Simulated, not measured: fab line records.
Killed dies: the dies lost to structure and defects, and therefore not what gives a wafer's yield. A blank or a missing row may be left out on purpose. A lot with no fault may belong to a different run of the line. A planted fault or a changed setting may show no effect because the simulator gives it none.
Comparing a struck lot with a sound one :: flow sky130 :: 16 steps out of a route of 708
Sound: the wafers L619.1, L619.4, L619.5. Struck: wafer L628.5 (L628.1, L628.6, from the same lot, were not struck and are left out); the cause is given at the end.
Each step with rows lists, per side, the tool, then ch with its chambers, then its first start. Under that, the readings that differ: sound wafers :: struck wafers :: difference of the means :: sigmas: that difference in standard deviations of wafers without a fault.
alike: words and numbers the same on both sides, and readings whose means are apart by under 2 such deviations; not compared: readings that were withheld, readings missing a value for some wafer, numbers with overlapping values and no deviation given by the record, and bounds like >300 which may hide the same value.
A row with sigmas, a row that says differs or no value, or rows on one side alone: a step with any of these is where the two part. Numbers that don't overlap but have no deviation are shown without sigmas and don't part them. A reading missing from all wafers of one side parts the sides only when that side holds two or more wafers.

first, 5 steps without rows for these wafers: SKY_VIA4_COAT_06 (resist thk 1140 nm); SKY_VIA4_SOFTBAKE_07 (time 60 s); SKY_VIA4_EXPOSE_08 (exposes mask VIM4, target cd 800 nm); SKY_VIA4_PEB_09; SKY_VIA4_DEVELOP_10 (develop time 60 s).
SKY_VIA4_OVL_MEAS_11:
  sound on overlay-02, day 42 10:09; struck on overlay-01, day 46 22:36
  alike: VIA4_OVL
SKY_VIA4_ETCH_12: etches SiO2 in C4F8/O2/Ar, stops on TiN, target depth 580 nm.
  sound on rie_diel-04 ch 0,1,2, day 42 10:11; struck on rie_diel-01 ch 1, day 46 22:38
  alike: oes_product_au
SKY_VIA4_STRIP_13: strips in O2/N2.
  sound on plasma_asher-03 ch 0,1, day 42 10:16; struck on plasma_asher-02 ch 0, day 46 22:43
reading: drypump_motor_current_A (A)
sound: 4.9 5.8 5.8
struck: 6.8
difference: +1.3
sigmas: +2
  alike: oes_product_au, strip_time_to_endpoint_s
  not compared: rf_hours_counter_h
then, 3 steps without rows for these wafers: SKY_VIA4_STRIP_14 (strips in post etch residue remover, time 1200 s); SKY_VIA4_CLEAN_15 (cleans in IPA, time 180 s); SKY_VIA4_CLEAN_16 (cleans in O3/DIW).
SKY_VIA4_SPUTTER_17: material TiN, target thk 20 nm, time 80 s.
  sound on pvd_sputter-01, day 42 10:58; struck on pvd_sputter-02, day 46 23:19
  alike: throttle_valve_pct
SKY_VIA4_CVD_18: deposits W, target thk 505 nm, time 152.14 s.
  sound on cvd_w-01 ch 0,1, day 42 11:02; struck on cvd_w-01 ch 1, day 46 23:22
  alike: heater_power_w
SKY_VIA4_RS_MEAS_19: the measuring method here is four-point-probe.
  sound on film_metro-02, day 42 11:11; struck on film_metro-03, day 46 23:31
reading: VIA4_W_RS (ohm/sq)
sound: 0.229 0.226 0.227
struck: 0.264
difference: +0.037
sigmas: +10
SKY_VIA4_THK_MEAS_20: measures by xrf.
  sound on film_metro-02, day 42 11:18; struck on film_metro-03, day 46 23:38
reading: VIA4_W_THK (nm)
sound: 494 503 499
struck: 445
difference: -54
sigmas: -6
SKY_VIA4_CMP_21: polishes, stops on SiO2, t overpolish 25 s, target thk 0 nm.
  sound on cmp-02 ch 0,1,3, day 42 11:25; struck on cmp-02 ch 1, day 46 23:46
reading: time_to_endpoint_s (s)
sound: 131 121 132
struck: 116
difference: -12
sigmas: -2
  alike: motor_current_A, overpolish_run_s

## WHERE THEY PART
At SKY_VIA4_STRIP_13 first; at SKY_VIA4_CMP_21 last (within this record only).

WHY: the cause the simulator had injected
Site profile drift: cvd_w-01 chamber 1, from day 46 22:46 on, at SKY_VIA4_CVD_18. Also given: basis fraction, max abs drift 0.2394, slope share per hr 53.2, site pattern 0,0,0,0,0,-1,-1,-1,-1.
